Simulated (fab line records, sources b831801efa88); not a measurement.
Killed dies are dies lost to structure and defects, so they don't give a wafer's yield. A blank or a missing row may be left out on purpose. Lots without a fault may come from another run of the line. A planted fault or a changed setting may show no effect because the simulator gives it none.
fab line records | flow sky130 | part 2 of 2: steps 33 to 44 of 44
record lots=5 wafers=15 last_day=50
route steps=708 shown NWELL@56 PWDE@84 VT_ADJUST_HVTP@85 VT_ADJUST_LVTN@97
lots that met no fault: from a run of the same line without faults
start_h: hours from the record's first day to the start of the lot's first wafer shown | wait_h: hours since the lot's step before | " the same as in the row above | L1.1+2: a row that stands for several wafers | - no value, or no start given | * or withheld: withheld | < > ~ a bound
route shown NAME@n: a module of which the file shows steps, and the number in the route of the first | usual: mean/standard deviation of fault-free wafers | same: alike in all rows | chamber/n: place in a boat | sites: the reading at each site | _std_site: their standard deviation | _edge_site: outer sites' mean less inner sites' | radius_mm: how far each site lies from the wafer's centre | mask NAME#n: copy n | behind: the tool/chamber that last shaped the wafer | hold: why the lot was held/for how many hours/how that ended | device: the transistor (n, p or np) that didn't switch | end of line: the same wafers' tests at the end of the route | a step without rows: its recipe alone | killed: dies lost to structure and defects at the first sort, not the wafer's yield | map: a wafer's dies, x killed, . not, _ none there
set.NAME: the setting as run; set.NAME@STEP: as run at that earlier step | model.NAME: the simulator's own value behind a step, which no gauge read
lots at some steps of the route; a table a step, a row a wafer
services: from which hour (start_h, from the record's first day; less than 0 if before it) a tool's chamber was out of use, for how many hours, and why
## steps
# step SKY_VT_ADJUST_HVTP_EXPOSE_04
# recipe mask_id=HVTPM na=0.6 source_shape=conventional sigma_outer=0.6 polarization=unpolarized target_cd_nm=380 dose_mj=140
# columns lot.wafer tool chamber start_h wait_h mask
L080.2+3+5 iline_stepper-02 0 - - HVTPM#0
L083.3+4+6 iline_stepper-02 0 - - HVTPM#0
L085.1+2+3 iline_stepper-01 0 - - HVTPM#0
L090.4+5+6 iline_stepper-01 0 - - HVTPM#0
L097.2+4+5 iline_stepper-01 0 - - HVTPM#0
# step SKY_VT_ADJUST_HVTP_PEB_05
# recipe temp_c=withheld time_s=* resist=NOVOLAK
# columns lot.wafer tool chamber start_h wait_h
L080.2+3+5 litho_track-04 0 - -
L083.3+4+6 litho_track-04 0 - -
L085.1+2+3 litho_track-04 0 - -
L090.4+5+6 litho_track-01 0 - -
L097.2+4+5 litho_track-02 0 - -
# step SKY_VT_ADJUST_HVTP_DEVELOP_06
# recipe resist=NOVOLAK developer=TMAH develop_time_s=60 dev_temp_c=23
# columns lot.wafer tool chamber start_h wait_h
L080.2+3+5 litho_track-04 0 182.87 0.1
L083.3+4+6 litho_track-04 0 187.14 0.1
L085.1+2+3 litho_track-04 0 192.69 0.1
L090.4+5+6 litho_track-01 0 233.08 0.1
L097.2+4+5 litho_track-02 0 269.87 0.1
# step SKY_VT_ADJUST_HVTP_CD_MEAS_07
# recipe target_cd_nm=380
# usual cd_nm=379.9/2.8
# columns lot.wafer tool chamber start_h wait_h cd_nm
L080.2 cd_sem-01 - 183.01 0.1 378.7
L080.3 " - " " 381.6
L080.5 " - " " 379.6
L083.3 cd_sem-02 - 187.28 0.1 379.6
L083.4 " - " " 379.7
L083.6 " - " " 379.3
L085.1 cd_sem-02 - 192.84 0.1 380.8
L085.2 " - " " 377.4
L085.3 " - " " 378.5
L090.4 cd_sem-02 - 233.22 0.1 381.3
L090.5 " - " " 383.6
L090.6 " - " " 380.6
L097.2 cd_sem-01 - 270.01 0.1 380.4
L097.4 " - " " 378.1
L097.5 " - " " 381.1
# step SKY_VT_ADJUST_HVTP_OVL_MEAS_08
# usual VT_ADJUST_HVTP_OVL=-2.0/1.2
# columns lot.wafer tool chamber start_h wait_h VT_ADJUST_HVTP_OVL[nm]
L080.2 overlay-02 - 183.12 0.1 -2.2
L080.3 " - " " -2.5
L080.5 " - " " -1.2
L083.3 overlay-01 - 187.37 0.1 -2.5
L083.4 " - " " -1.4
L083.6 " - " " -2.4
L085.1 overlay-02 - 192.96 0.1 -1.5
L085.2 " - " " 0.4
L085.3 " - " " -2.1
L090.4 overlay-01 - 233.30 0.1 -1.9
L090.5 " - " " -3.6
L090.6 " - " " -4.4
L097.2 overlay-02 - 270.12 0.1 -3.2
L097.4 " - " " 0.9
L097.5 " - " " -1.8
# step SKY_VT_ADJUST_HVTP_IMPLANT_09
# recipe species=As energy_kev=150 dose_cm2=4.357e+12 tilt_deg=withheld
# usual dose_ions_cm2=4.357e+12/4.7e+09
# same implant_ion_amu=75
# columns lot.wafer tool chamber start_h wait_h dose_ions_cm2
L080.2 implanter-01 0 183.17 0.0 4.351e+12
L080.3 " 0 " " 4.354e+12
L080.5 " 0 " " 4.362e+12
L083.3 implanter-03 0 187.45 0.1 4.362e+12
L083.4 " 0 " " 4.363e+12
L083.6 " 0 " " 4.359e+12
L085.1 implanter-03 0 193.00 0.0 4.357e+12
L085.2 " 0 " " 4.358e+12
L085.3 " 0 " " 4.354e+12
L090.4 implanter-02 0 233.39 0.1 4.358e+12
L090.5 " 0 " " 4.358e+12
L090.6 " 0 " " 4.359e+12
L097.2 implanter-01 0 270.18 0.0 4.365e+12
L097.4 " 0 " " 4.355e+12
L097.5 " 0 " " 4.359e+12
# step SKY_VT_ADJUST_HVTP_STRIP_10
# recipe chemistry=O2/N2 power_w=1400 pressure_mtorr=1500 platen_temp_c=withheld o2_flow_sccm=3000 n2_flow_sccm=300 overash_fraction=0.5
# usual drypump_motor_current_A=5.78/0.27 oes_product_au=0.716/0.0042 strip_time_to_endpoint_s=14.18/0.045
# columns lot.wafer tool chamber start_h wait_h drypump_motor_current_A oes_product_au rf_hours_counter_h strip_time_to_endpoint_s
L080.2 plasma_asher-01 0 183.30 0.1 5.25 0.708 48 14.12
L080.3 " 1 " " 5.49 0.715 - 14.13
L080.5 " 0 " " 5.24 0.722 - 14.11
L083.3 plasma_asher-04 1 187.58 0.1 5.73 0.711 - 14.17
L083.4 " 0 " " 5.84 0.712 - 14.19
L083.6 " 1 " " 5.73 0.713 - 14.17
L085.1 plasma_asher-03 1 193.15 0.1 6.16 0.714 52 14.09
L085.2 " 0 " " 5.80 0.716 52 14.09
L085.3 " 0 " " 5.82 0.714 - 14.10
L090.4 plasma_asher-01 0 233.50 0.1 5.25 0.711 - 14.19
L090.5 " 0 " " 5.27 0.721 - 14.22
L090.6 " 1 " " 5.47 0.712 - 14.25
L097.2 plasma_asher-04 0 270.30 0.1 5.79 0.713 15 14.17
L097.4 " 1 " " 5.71 0.718 - 14.21
L097.5 " 1 " " 5.70 0.715 - 14.16
# step SKY_VT_ADJUST_HVTP_TW_MEAS_11
# usual VT_ADJUST_HVTP_TW=1365/7.9
# columns lot.wafer tool chamber start_h wait_h VT_ADJUST_HVTP_TW
L080.2 film_metro-01 - 183.41 0.1 1365
L080.3 " - " " 1363
L080.5 " - " " 1363
L083.3 film_metro-02 - 187.67 0.1 1370
L083.4 " - " " 1370
L083.6 " - " " 1367
L085.1 film_metro-02 - 193.25 0.1 1366
L085.2 " - " " 1363
L085.3 " - " " 1369
L090.4 film_metro-02 - 233.59 0.1 1355
L090.5 " - " " 1354
L090.6 " - " " 1362
L097.2 film_metro-01 - 270.41 0.1 1350
L097.4 " - " " 1342
L097.5 " - " " 1352
# step SKY_VT_ADJUST_LVTN_DEHYDRATE_00
# recipe temp_c=200 time_s=60
# columns lot.wafer tool chamber start_h wait_h
L080.2+3+5 litho_track-03 0 193.66 10.2
L083.3+4+6 litho_track-04 0 197.59 9.9
L085.1+2+3 litho_track-03 0 203.54 10.3
L090.4+5+6 litho_track-04 0 244.07 10.5
L097.2+4+5 litho_track-01 0 281.33 10.9
# step SKY_VT_ADJUST_LVTN_HMDS_01
# recipe prime_time_s=60 prime_temp_c=120
# columns lot.wafer tool chamber start_h wait_h
L080.2+3+5 litho_track-03 0 193.81 0.1
L083.3+4+6 litho_track-04 0 197.74 0.1
L085.1+2+3 litho_track-03 0 203.69 0.1
L090.4+5+6 litho_track-04 0 244.22 0.1
L097.2+4+5 litho_track-01 0 281.48 0.1
# step SKY_VT_ADJUST_LVTN_COAT_02
# recipe spin_rpm=2000 resist_thk_nm=3000
# usual dispense_pressure_kPa=50/3.9
# columns lot.wafer tool chamber start_h wait_h dispense_pressure_kPa
L080.2 litho_track-03 0 193.96 0.1 56
L080.3 " 0 " " 56
L080.5 " 0 " " 56
L083.3 litho_track-04 0 197.89 0.1 51
L083.4 " 0 " " 51
L083.6 " 0 " " 51
L085.1 litho_track-03 0 203.84 0.1 56
L085.2 " 0 " " 56
L085.3 " 0 " " 56
L090.4 litho_track-04 0 244.37 0.1 51
L090.5 " 0 " " 51
L090.6 " 0 " " 51
L097.2 litho_track-01 0 281.63 0.1 46
L097.4 " 0 " " 46
L097.5 " 0 " " 46
# step SKY_VT_ADJUST_LVTN_SOFTBAKE_03
# recipe temp_c=110 time_s=withheld
# columns lot.wafer tool chamber start_h wait_h
L080.2+3+5 litho_track-03 0 194.12 0.1
L083.3+4+6 litho_track-04 0 198.06 0.1
L085.1+2+3 litho_track-03 0 203.99 0.1
L090.4+5+6 litho_track-04 0 244.54 0.1
L097.2+4+5 litho_track-01 0 281.79 0.1
## services
# columns tool chamber start_h hours kind
plasma_asher-04 - 108.75 9.0 pm
plasma_asher-04 0 108.75 9.0 vent_cycle
plasma_asher-04 1 108.75 9.0 vent_cycle
implanter-04 - 112.16 2.6 repair
plasma_asher-04 0 117.75 - clean
plasma_asher-04 1 117.75 - clean
implanter-02 - 127.71 1.4 repair
implanter-03 - 135.41 2.0 repair
implanter-04 - 147.05 4.2 pm
implanter-04 - 163.44 9.1 repair
implanter-04 - 187.40 4.2 pm
implanter-03 - 220.61 4.3 pm
implanter-01 - 224.85 34.9 repair
implanter-01 - 233.24 3.8 repair
plasma_asher-03 - 235.53 15.6 pm
iline_stepper-02 - 249.72 1.7 pm
implanter-02 - 250.43 6.7 pm
implanter-02 - 258.09 78.3 pm
plasma_asher-01 - 258.44 1.0 repair
implanter-01 - 259.80 5.8 pm
implanter-01 - 265.26 4.3 repair
iline_stepper-02 0 267.47 - calibration
iline_stepper-02 - 276.84 3.6 repair
implanter-04 - 278.84 1.3 repair
